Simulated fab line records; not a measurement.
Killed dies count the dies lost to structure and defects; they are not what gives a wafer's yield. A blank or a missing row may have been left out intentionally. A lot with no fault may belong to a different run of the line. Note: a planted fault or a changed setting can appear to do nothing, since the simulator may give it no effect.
fab line records | flow sky130
[record] lots = 11 wafers = 33 lastDay = 50
route steps=708 shown POLY_CUT@319 SD_N@353 LI_CONTACT@362 PAD_OPEN@708
lots that met no fault: from a run of the same line without faults
startH: the number of hours between the record's first day and the start of the first shown wafer of the lot | waitH: hours since the lot's step before | " the same as in the row above | L1.1+2: one row covering several wafers at once | - no value, or no start was given | * or withheld: withheld | < > ~ a bound
route shown NAME@n: a module of which the file shows steps, and the number in the route of the first | usual: average and standard deviation across the fault-free wafers | same: alike in all rows | chamber/n: place in a boat | sites: per-site readings | _std_site: the values' standard deviation | _edge_site: outer sites' mean less inner sites' | radiusMm: how far each site lies from the wafer's centre | mask NAME#n: copy n | behind: tool/chamber where the wafer was last shaped | hold: cause of the lot's hold/its duration in hours/its outcome | device: whichever transistor did not switch (one of n, p or np) | end of line: the tests these same wafers got at the end of their route | a step with no rows: only its recipe | killed: at the first sort, the dies lost to defects and structure; wafer yield is something else | map: the dies of a wafer, with x for killed, . for not killed, _ for no die there
set.NAME: setting as actually run; set.NAME@STEP: the setting as run at that earlier step | model.NAME: the simulator's own value behind a step, which no gauge read
steps of the route over a sample of lots; a table a step, a row a wafer
services: when a tool's chamber went out of use (startH, in hours from the record's first day, below 0 if earlier), for how many hours, and the reason
[[steps]]
[step SKY_POLY_CUT_STRIP_12]
[recipe] chemistry = O2/N2 powerW = 1400 pressureMtorr = 1500 platenTempC = withheld o2FlowSccm = 3000 n2FlowSccm = 300 overashFraction = 0.5
[usual] drypumpMotorCurrentA = 5.69/0.25 o2FlowSccm = 2999/8.6 oesProductAu = 0.453/0.0045 stripTimeToEndpointS = 5.365/0.017
[same] overashFraction = 0.5
// columns lot.wafer tool chamber startH waitH drypumpMotorCurrentA o2FlowSccm oesProductAu rfHoursCounterH stripTimeToEndpointS
L515.1 plasmaAsher-03 1 554.99 0.0 5.54 2988 0.460 73 5.375
L515.2 " 0 " " 6.03 3002 0.453 73 5.379
L515.3 " 0 " " 6.04 3008 0.456 - 5.376
L516.3 plasmaAsher-01 1 565.63 0.1 6.02 3003 0.461 - 5.382
L516.4 " 0 " " 5.41 3004 0.452 - 5.380
L516.5 " 0 " " 5.43 3007 0.451 - 5.373
L519.1 plasmaAsher-03 0 593.45 0.0 6.04 2982 0.458 77 5.364
L519.2 " 1 " " 5.55 2994 0.457 77 5.340
L519.3 " 1 " " 5.55 2995 0.454 - 5.339
L520.1 plasmaAsher-03 1 602.64 0.0 5.53 2991 0.442 77 5.363
L520.2 " 0 " " 6.09 2997 0.445 77 5.360
L520.6 " 0 " " 6.06 2998 0.448 - 5.351
L521.1 plasmaAsher-01 1 616.89 0.0 6.02 2988 0.455 89 5.385
L521.2 " 0 " " 5.42 2984 0.451 89 5.371
L521.5 " 1 " " 6.05 3009 0.458 - 5.376
L522.1 plasmaAsher-01 0 642.44 0.0 5.43 2986 0.454 92 5.346
L522.4 " 1 " " 6.04 2990 0.453 - 5.344
L522.6 " 1 " " 6.04 2992 0.458 - 5.333
L525.1 plasmaAsher-02 0 651.45 0.0 5.45 2996 0.453 21 5.356
L525.4 " 0 " " 5.44 2999 0.449 - 5.361
L525.6 " 1 " " 5.73 2998 0.451 - 5.339
L529.4 plasmaAsher-01 0 683.78 0.0 5.47 3002 0.457 - 5.360
L529.5 " 1 " " 6.01 2998 0.452 - 5.349
L529.6 " 0 " " 5.46 3013 0.452 - 5.370
L530.1 plasmaAsher-03 0 691.33 0.0 6.09 3007 0.449 87 5.378
L530.3 " 0 " " 6.06 3009 0.456 - 5.374
L530.5 " 0 " " 6.07 3004 0.455 - 5.370
L532.2 plasmaAsher-02 1 714.69 0.0 5.75 3000 0.450 28 5.333
L532.3 " 1 " " 5.74 3009 0.450 - 5.342
L532.6 " 0 " " 5.44 2995 0.457 - 5.337
L536.1 plasmaAsher-03 1 733.39 0.0 5.56 2990 0.458 90 5.357
L536.3 " 0 " " 6.03 2991 0.446 - 5.368
L536.5 " 0 " " 6.04 3002 0.459 - 5.388
[step SKY_SD_N_STRIP_11]
[recipe] chemistry = O2/N2 powerW = 1400 pressureMtorr = 1500 platenTempC = withheld o2FlowSccm = 3000 n2FlowSccm = 300 overashFraction = 0.5
[usual] drypumpMotorCurrentA = 5.6/0.31 o2FlowSccm = 3001/8.9 oesProductAu = 0.527/0.0045 stripTimeToEndpointS = 22.54/0.04
[same] overashFraction = 0.5
// columns lot.wafer tool chamber startH waitH drypumpMotorCurrentA o2FlowSccm oesProductAu rfHoursCounterH stripTimeToEndpointS
L515.1 plasmaAsher-02 1 642.21 0.1 5.7 2995 0.523 20 22.47
L515.2 " 0 " " 5.5 3013 0.529 20 22.54
L515.3 " 0 " " 5.4 3005 0.535 - 22.48
L516.3 plasmaAsher-03 0 654.35 0.1 6.1 2998 0.522 - 22.53
L516.4 " 1 " " 5.5 2987 0.530 - 22.58
L516.5 " 1 " " 5.5 2986 0.530 - 22.57
L519.1 plasmaAsher-03 0 679.71 0.1 6.1 3003 0.528 85 22.57
L519.2 " 1 " " 5.5 3003 0.519 85 22.51
L519.3 " 1 " " 5.5 3007 0.525 - 22.54
L520.1 plasmaAsher-02 0 689.71 0.1 5.4 3019 0.532 26 22.63
L520.2 " 1 " " 5.7 3007 0.528 26 22.59
L520.6 " 1 " " 5.7 3020 0.526 - 22.62
L521.1 plasmaAsher-02 1 702.11 0.1 5.7 3002 0.526 27 22.50
L521.2 " 0 " " 5.4 3007 0.530 27 22.50
L521.5 " 0 " " 5.4 3006 0.530 - 22.51
L522.1 plasmaAsher-02 0 726.78 0.1 5.5 2993 0.528 29 22.53
L522.4 " 0 " " 5.4 2991 0.525 - 22.52
L522.6 " 1 " " 5.7 2994 0.531 - 22.49
L525.1 plasmaAsher-03 1 734.76 0.1 5.5 3016 0.527 90 22.54
L525.4 " 1 " " 5.6 3004 0.524 - 22.56
L525.6 " 0 " " 6.1 3005 0.529 - 22.53
L529.4 plasmaAsher-03 1 767.94 0.1 5.5 3000 0.529 - 22.53
L529.5 " 0 " " 6.0 3003 0.532 - 22.55
L529.6 " 1 " " 5.5 2997 0.528 - 22.56
L530.1 plasmaAsher-02 1 774.91 0.1 5.7 2997 0.531 34 22.54
L530.3 " 1 " " 5.7 3000 0.528 - 22.54
L530.5 " 1 " " 5.7 3000 0.528 - 22.59
L532.2 plasmaAsher-03 1 798.16 0.1 5.6 2985 0.531 96 22.54
L532.3 " 1 " " 5.5 3006 0.531 - 22.53
L532.6 " 1 " " 5.5 3009 0.530 - 22.52
L536.1 plasmaAsher-03 0 816.81 0.1 6.1 2989 0.522 98 22.55
L536.3 " 1 " " 5.5 2993 0.522 - 22.54
L536.5 " 0 " " 6.1 2996 0.531 - 22.56
[step SKY_LI_CONTACT_HDPCVD_00]
[recipe] material = PSG targetThkNm = 930 sigmaOpenFrac = 0.3 timeS = 155 tempC = 600 sih4FlowSccm = 60 pressureMtorr = 6
// columns lot.wafer tool chamber startH waitH
L515.1+2+3 hdpcvd-01 1,2,0 642.98 0.0
L516.3+4+5 hdpcvd-01 1,0,2 655.09 0.0
L519.1+2+3 hdpcvd-01 2,1,0 680.48 0.0
L520.1+2+6 hdpcvd-02 0,1,2 690.48 0.0
L521.1+2+5 hdpcvd-02 2,1,2 702.88 0.0
L522.1+4+6 hdpcvd-01 0,2,0 727.56 0.0
L525.1+4+6 hdpcvd-02 0,0,2 735.53 0.0
L529.4+5+6 hdpcvd-01 1,2,0 768.73 0.1
L530.1+3+5 hdpcvd-01 0,1,0 775.68 0.0
L532.2+3+6 hdpcvd-01 2,0,1 798.92 0.0
L536.1+3+5 hdpcvd-02 1,2,1 817.57 0.0
[step SKY_LI_CONTACT_THK_MEAS_01]
[recipe] reads = PSG_of_LI_CONTACT_HDPCVD_00
[usual] LI_CONTACT_HDPCVD_THK = 932/8.5
// columns lot.wafer tool chamber startH waitH LI_CONTACT_HDPCVD_THK[nm]
L515.1 filmMetro-01 - 643.08 0.1 936
L515.2 " - " " 936
L515.3 " - " " 936
L516.3 filmMetro-01 - 655.21 0.1 928
L516.4 " - " " 939
L516.5 " - " " 915
L519.1 filmMetro-03 - 680.58 0.1 929
L519.2 " - " " 929
L519.3 " - " " 931
L520.1 filmMetro-03 - 690.59 0.1 934
L520.2 " - " " 940
L520.6 " - " " 936
L521.1 filmMetro-03 - 702.99 0.1 934
L521.2 " - " " 944
L521.5 " - " " 927
L522.1 filmMetro-02 - 727.66 0.1 923
L522.4 " - " " 928
L522.6 " - " " 922
L525.1 filmMetro-03 - 735.63 0.1 933
L525.4 " - " " 938
L525.6 " - " " 936
L529.4 filmMetro-02 - 768.81 0.0 1295
L529.5 " - " " 1296
L529.6 " - " " 1295
L530.1 filmMetro-02 - 775.78 0.1 1302
L530.3 " - " " 1301
L530.5 " - " " 1297
L532.2 filmMetro-01 - 799.03 0.1 1302
L532.3 " - " " 1300
L532.6 " - " " 1298
L536.1 filmMetro-02 - 817.67 0.1 940
L536.3 " - " " 915
L536.5 " - " " 936
[step SKY_LI_CONTACT_CMP_02]
[recipe] material = PSG downForcePsi = 4 platenRpm = 60 padVelocityMS = 0.94248
[usual] motorCurrentA = 12.3/1.7 timeToEndpointS = 31.7/2.4
// columns lot.wafer tool chamber startH waitH motorCurrentA timeToEndpointS
L515.3 cmp-01 2 643.14 0.0 12.3 31.8
L515.2 " 0 " " 12.4 30.4
L515.1 " 1 " " 10.3 33.5
L516.4 cmp-01 1 655.30 0.1 9.9 36.5
L516.3 " 2 " " 11.6 31.9
L516.5 " 1 " " 10.0 34.0
L519.2 cmp-02 2 680.64 0.0 11.0 31.1
L519.3 " 3 " " 10.4 28.1
L519.1 " 1 " " 13.8 31.6
L520.1 cmp-02 3 690.70 0.1 11.1 32.1
L520.2 " 0 " " 14.6 32.1
L520.6 " 3 " " 11.0 31.5
L521.1 cmp-01 3 703.15 0.1 12.0 33.5
L521.2 " 0 " " 12.3 32.1
L521.5 " 1 " " 10.2 34.1
L522.1 cmp-01 3 727.72 0.1 11.4 33.1
L522.4 " 1 " " 10.2 32.2
L522.6 " 3 " " 11.2 30.4
L525.1 cmp-02 2 735.69 0.1 11.1 32.4
L525.4 " 3 " " 10.6 32.3
L525.6 " 3 " " 11.0 29.4
L529.4 cmp-02 1 768.99 0.2 15.0 64.8
L529.5 " 2 " " 11.1 65.3
L529.6 " 3 " " 10.2 65.1
L530.3 cmp-01 1 775.86 0.0 10.2 64.2
L530.1 " 3 " " 11.4 64.5
L530.5 " 1 " " 9.9 65.3
L532.3 cmp-02 1 799.18 0.1 15.1 69.6
L532.2 " 2 " " 11.3 66.6
L532.6 " 0 " " 15.2 66.9
L536.3 cmp-01 1 817.73 0.0 9.9 32.1
L536.1 " 3 " " 11.4 35.0
L536.5 " 1 " " 10.0 36.0
[step SKY_LI_CONTACT_ETCH_15]
[recipe] target = PSG chemistry = C4F8/O2/Ar stopOn = Si taperDeg = 4.15 maskMaterial = KrF-thick sourceW = 1500 biasW = 1200 pressureMtorr = 40 c4f8FlowSccm = withheld O2_flow_sccm = 6 Ar_flow_sccm = 300 timeS = withheld targetDepthA = 6000
[usual] oesProductAu = 0.836/0.0042
// columns lot.wafer tool chamber startH waitH oesProductAu
L515.1 rieDiel-04 0 672.56 0.0 0.834
L515.2 " 2 " " 0.834
L515.3 " 1 " " 0.834
L516.3 rieDiel-02 1 684.06 0.0 0.831
L516.4 " 3 " " 0.829
L516.5 " 3 " " 0.836
L519.1 rieDiel-02 0 709.81 0.0 0.840
L519.2 " 1 " " 0.838
L519.3 " 3 " " 0.833
L520.1 rieDiel-01 3 718.77 0.0 0.831
L520.2 " 2 " " 0.838
L520.6 " 0 " " 0.837
L521.1 rieDiel-02 1 731.11 0.0 0.842
L521.2 " 2 " " 0.839
L521.5 " 2 " " 0.830
L522.1 rieDiel-04 0 755.91 0.0 0.839
L522.4 " 3 " " 0.827
L522.6 " 3 " " 0.836
L525.1 rieDiel-04 3 763.75 0.0 0.834
L525.4 " 1 " " 0.841
L525.6 " 2 " " 0.833
L529.4 rieDiel-02 0 796.40 0.0 0.834
L529.5 " 1 " " 0.837
L529.6 " 0 " " 0.834
L530.1 rieDiel-04 1 803.15 0.0 0.840
L530.3 " 3 " " 0.844
L530.5 " 2 " " 0.841
L532.2 rieDiel-01 0 825.81 0.0 0.835
L532.3 " 3 " " 0.841
L532.6 " 0 " " 0.837
L536.1 rieDiel-02 1 844.71 0.0 0.833
L536.3 " 0 " " 0.842
L536.5 " 1 " " 0.836
[step SKY_PAD_OPEN_PROBE_99]
[usual] killed_at_M0_to_M3 = 42/6.6 killed_at_M4_up = 3.0/1.8 killedAtContacts = 25/5.1 killedAtFrontEnd = 15/4.4 killedAtOther = 0.3/0.56 killedDies = 86/8.6 killedOnRim = 17/3.9 killedOpen = 47/6.9 killedShort = 38/6
[same] grossDies = 492 killedAtBackSide = 0
// columns lot.wafer tool chamber startH waitH killed_at_M0_to_M3 killed_at_M4_up killedAtContacts killedAtFrontEnd killedAtOther killedDies killedOnRim killedOpen killedShort
L516.3 prober-01 - 1081.33 0.2 53 5 27 11 0 96 19 51 45
L516.4 prober-01 - 1081.38 0.2 44 4 24 13 0 85 15 47 38
L516.5 prober-01 - 1081.43 0.2 43 5 25 16 0 89 21 43 46
L519.1 prober-02 - 1100.53 0.1 37 0 33 16 1 87 16 50 37
L519.2 prober-02 - 1100.58 0.1 37 3 26 20 0 86 24 47 39
L519.3 prober-02 - 1100.63 0.2 41 3 32 14 0 90 13 47 43
L520.1 prober-01 - 1107.18 0.1 48 6 24 23 0 101 22 51 50
L520.2 prober-01 - 1107.23 0.1 52 0 33 23 0 108 16 63 45
L520.6 prober-01 - 1107.43 0.2 40 3 24 18 1 86 13 46 40
L521.1 prober-02 - 1117.53 0.1 44 1 23 11 1 80 13 48 32
L521.2 prober-02 - 1117.58 0.1 32 3 29 12 0 76 12 32 44
L521.5 prober-02 - 1117.73 0.2 49 2 31 17 0 99 14 55 44
L525.1 prober-02 - 1143.53 0.1 34 4 23 23 0 84 18 34 49
L525.4 prober-02 - 1143.68 0.2 50 1 25 11 0 87 11 45 41
L525.6 prober-02 - 1143.78 0.2 44 6 24 11 0 85 20 40 45
L529.4 prober-02 - 1162.03 0.2 46 6 20 20 0 92 13 42 50
L529.5 prober-02 - 1162.08 0.2 42 4 20 20 0 86 16 52 34
L529.6 prober-02 - 1162.13 0.2 52 2 26 26 0 106 25 55 50
L530.1 prober-01 - 1165.99 0.1 39 1 22 17 0 79 15 44 35
L530.3 prober-01 - 1166.09 0.2 47 2 27 19 0 95 28 55 38
L530.5 prober-01 - 1166.19 0.2 49 2 21 16 0 88 23 41 46
// killed by level:class
L516.3 VIA1:geometricParticle:open=13 CONTACT:geometricParticle:open=10 METAL3:geometricParticle:short=6 LI_CONTACT:geometricParticle:open=5 METAL1:geometricParticle:short=5 VIA3:geometricParticle:open=5 VIA1:geometricParticle:short=4 LI_CONTACT:geometricParticle:short=4
L516.4 VIA1:geometricParticle:open=13 CONTACT:geometricParticle:open=8 METAL1:geometricParticle:short=6 VIA3:geometricParticle:open=6 CONTACT:geometricParticle:short=6 LOCAL_INTERCONNECT:geometricParticle:short=5 METAL2:geometricParticle:short=5 LI_CONTACT:geometricParticle:open=4
L516.5 CONTACT:geometricParticle:open=12 VIA1:geometricParticle:open=7 METAL1:geometricParticle:short=6 VIA2:geometricParticle:open=6 POLY_GATE:geometricParticle:open=5 CONTACT:geometricParticle:short=5 VIA1:geometricParticle:short=5 METAL2:geometricParticle:short=5
L519.1 CONTACT:geometricParticle:open=13 VIA1:geometricParticle:open=9 CONTACT:geometricParticle:short=7 LI_CONTACT:geometricParticle:open=7 FIELD_ISO:geometricParticle:open=6 METAL1:geometricParticle:short=6 VIA3:geometricParticle:open=5 METAL3:geometricParticle:short=4
L519.2 CONTACT:geometricParticle:open=11 LI_CONTACT:geometricParticle:open=8 METAL1:geometricParticle:short=7 FIELD_ISO:geometricParticle:short=6 VIA3:geometricParticle:open=6 VIA1:geometricParticle:short=5 POLY_GATE:geometricParticle:short=4 POLY_GATE:geometricParticle:open=4
L519.3 CONTACT:geometricParticle:open=10 LI_CONTACT:geometricParticle:open=10 METAL1:geometricParticle:short=8 CONTACT:geometricParticle:short=7 VIA1:geometricParticle:open=6 VIA3:geometricParticle:open=6 VIA3:geometricParticle:short=6 FIELD_ISO:geometricParticle:open=4
L520.1 CONTACT:geometricParticle:open=9 VIA1:geometricParticle:open=9 FIELD_ISO:geometricParticle:short=8 VIA2:geometricParticle:open=8 LOCAL_INTERCONNECT:geometricParticle:short=7 VIA1:geometricParticle:short=7 METAL4:geometricParticle:short=6 VIA3:geometricParticle:open=6
L520.2 CONTACT:geometricParticle:open=12 LI_CONTACT:geometricParticle:open=11 VIA1:geometricParticle:open=9 VIA2:geometricParticle:open=9 POLY_GATE:geometricParticle:open=7 METAL1:geometricParticle:short=5 VIA2:geometricParticle:short=5 VIA3:geometricParticle:open=5
L520.6 VIA1:geometricParticle:open=9 LI_CONTACT:geometricParticle:open=8 VIA2:geometricParticle:open=8 FIELD_ISO:geometricParticle:open=6 CONTACT:geometricParticle:open=6 FIELD_ISO:geometricParticle:short=5 VIA2:geometricParticle:short=5 POLY_GATE:geometricParticle:short=4
L521.1 VIA1:geometricParticle:open=12 VIA2:geometricParticle:open=10 CONTACT:geometricParticle:open=9 LI_CONTACT:geometricParticle:open=7 FIELD_ISO:geometricParticle:short=5 LOCAL_INTERCONNECT:geometricParticle:short=4 VIA2:geometricParticle:short=4 CONTACT:geometricParticle:short=3
L521.2 METAL2:geometricParticle:short=9 LI_CONTACT:geometricParticle:short=7 LI_CONTACT:geometricParticle:open=7 CONTACT:geometricParticle:open=7 VIA2:geometricParticle:open=5 FIELD_ISO:geometricParticle:open=4 LOCAL_INTERCONNECT:geometricParticle:short=4 METAL1:geometricParticle:short=4
L521.5 VIA1:geometricParticle:open=13 CONTACT:geometricParticle:open=10 LI_CONTACT:geometricParticle:open=8 METAL1:geometricParticle:short=7 POLY_GATE:geometricParticle:open=5 METAL2:geometricParticle:short=5 VIA3:geometricParticle:open=5 FIELD_ISO:geometricParticle:open=4
L525.1 FIELD_ISO:geometricParticle:short=9 VIA1:geometricParticle:open=9 POLY_GATE:geometricParticle:short=8 CONTACT:geometricParticle:short=8 LI_CONTACT:geometricParticle:open=5 VIA3:geometricParticle:open=5 CONTACT:geometricParticle:open=5 METAL2:geometricParticle:short=5
L525.4 VIA1:geometricParticle:open=10 LI_CONTACT:geometricParticle:open=8 VIA3:geometricParticle:open=8 METAL2:geometricParticle:short=7 LOCAL_INTERCONNECT:geometricParticle:short=6 CONTACT:geometricParticle:open=6 VIA2:geometricParticle:open=6 VIA1:geometricParticle:short=6
L525.6 VIA2:geometricParticle:open=9 VIA1:geometricParticle:open=8 LI_CONTACT:geometricParticle:open=6 CONTACT:geometricParticle:open=6 VIA2:geometricParticle:short=6 CONTACT:geometricParticle:short=5 VIA3:geometricParticle:short=5 VIA1:geometricParticle:short=4
L529.4 VIA1:geometricParticle:open=10 LI_CONTACT:geometricParticle:open=8 FIELD_ISO:geometricParticle:short=7 VIA3:geometricParticle:short=7 CONTACT:geometricParticle:short=6 METAL4:geometricParticle:short=6 METAL2:geometricParticle:short=6 VIA2:geometricParticle:open=5
L529.5 VIA1:geometricParticle:open=13 LI_CONTACT:geometricParticle:open=8 FIELD_ISO:geometricParticle:open=6 CONTACT:geometricParticle:open=6 VIA3:geometricParticle:open=6 FIELD_ISO:geometricParticle:short=5 METAL2:geometricParticle:short=4 VIA2:geometricParticle:open=4
L529.6 VIA2:geometricParticle:open=12 VIA3:geometricParticle:open=9 LOCAL_INTERCONNECT:geometricParticle:short=9 CONTACT:geometricParticle:open=9 VIA1:geometricParticle:short=7 FIELD_ISO:geometricParticle:open=6 POLY_GATE:geometricParticle:short=6 FIELD_ISO:geometricParticle:short=5
L530.1 VIA1:geometricParticle:open=10 CONTACT:geometricParticle:open=8 LI_CONTACT:geometricParticle:open=6 METAL2:geometricParticle:short=6 METAL1:geometricParticle:short=5 POLY_GATE:geometricParticle:short=4 SPACER:geometricParticle:open=4 CONTACT:geometricParticle:short=4
L530.3 CONTACT:geometricParticle:open=10 VIA1:geometricParticle:open=10 LI_CONTACT:geometricParticle:open=9 VIA1:geometricParticle:short=7 VIA2:geometricParticle:open=7 METAL1:geometricParticle:short=6 VIA3:geometricParticle:open=6 FIELD_ISO:geometricParticle:open=5
L530.5 VIA1:geometricParticle:open=11 CONTACT:geometricParticle:open=11 METAL1:geometricParticle:short=10 METAL2:geometricParticle:short=9 VIA1:geometricParticle:short=7 POLY_GATE:geometricParticle:short=6 LI_CONTACT:geometricParticle:open=4 VIA2:geometricParticle:open=4
[[services]]
// columns tool chamber startH hours kind
rieDiel-02 - 545.48 0.4 repair
cmp-02 - 545.71 6.2 pm
cmp-01 - 548.98 4.4 repair
cmp-02 - 557.83 0.8 repair
hdpcvd-01 - 569.23 2.8 pm
cmp-01 - 572.00 4.0 pm
cmp-02 - 577.00 2.8 repair
plasmaAsher-03 - 585.14 5.2 repair
cmp-01 - 599.06 1.0 repair
cmp-02 - 603.31 0.9 repair
cmp-01 - 612.01 4.2 repair
rieDiel-02 3 613.18 12.4 repair
hdpcvd-01 - 618.96 0.5 repair
cmp-01 - 630.68 2.4 repair
plasmaAsher-03 - 633.32 2.1 repair
hdpcvd-01 - 652.79 0.4 repair
plasmaAsher-03 - 701.20 5.6 repair
cmp-01 - 710.58 2.5 repair
hdpcvd-01 2 713.72 8.8 repair
plasmaAsher-03 - 728.41 1.7 repair
cmp-01 - 734.24 0.6 repair
hdpcvd-01 - 772.36 0.7 repair
cmp-01 - 776.88 5.4 pm
cmp-01 - 836.99 4.8 pm
[[key]]
[firstSign] step = SKY_LI_CONTACT_THK_MEAS_01 reading = LI_CONTACT_HDPCVD_THK direction = up sigmas = 43 usual = 932 struck = 1299
[effect] step = SKY_LI_CONTACT_CMP_02 reading = timeToEndpointS direction = up sigmas = 14 usual = * struck = *
metAt SKY_LI_CONTACT_HDPCVD_00
struckLots L529,L530,L532
testerLeftOut L529,L530,L532
notActingAt SKY_POLY_CUT_STRIP_12,SKY_SD_N_STRIP_11,SKY_LI_CONTACT_ETCH_15
onsetBetween 727.56 768.73
[fault] kind = processParameterDrift tool = hdpcvd-01 chamber = - onsetH = 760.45 steps = SKY_LI_CONTACT_HDPCVD_00 channel = targetThkNm offset = 370.4 shape = step endH = 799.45 actsIn = theseRecipesOnly stated = 930
// testerLeftOut: of these lots the tester's yield and bins aren't shown, on N5 and GAA mostly nor the transistor test; their killed dies are dies lost to structure and defects alone, not to doping, threshold or leakage, so they don't give the yield
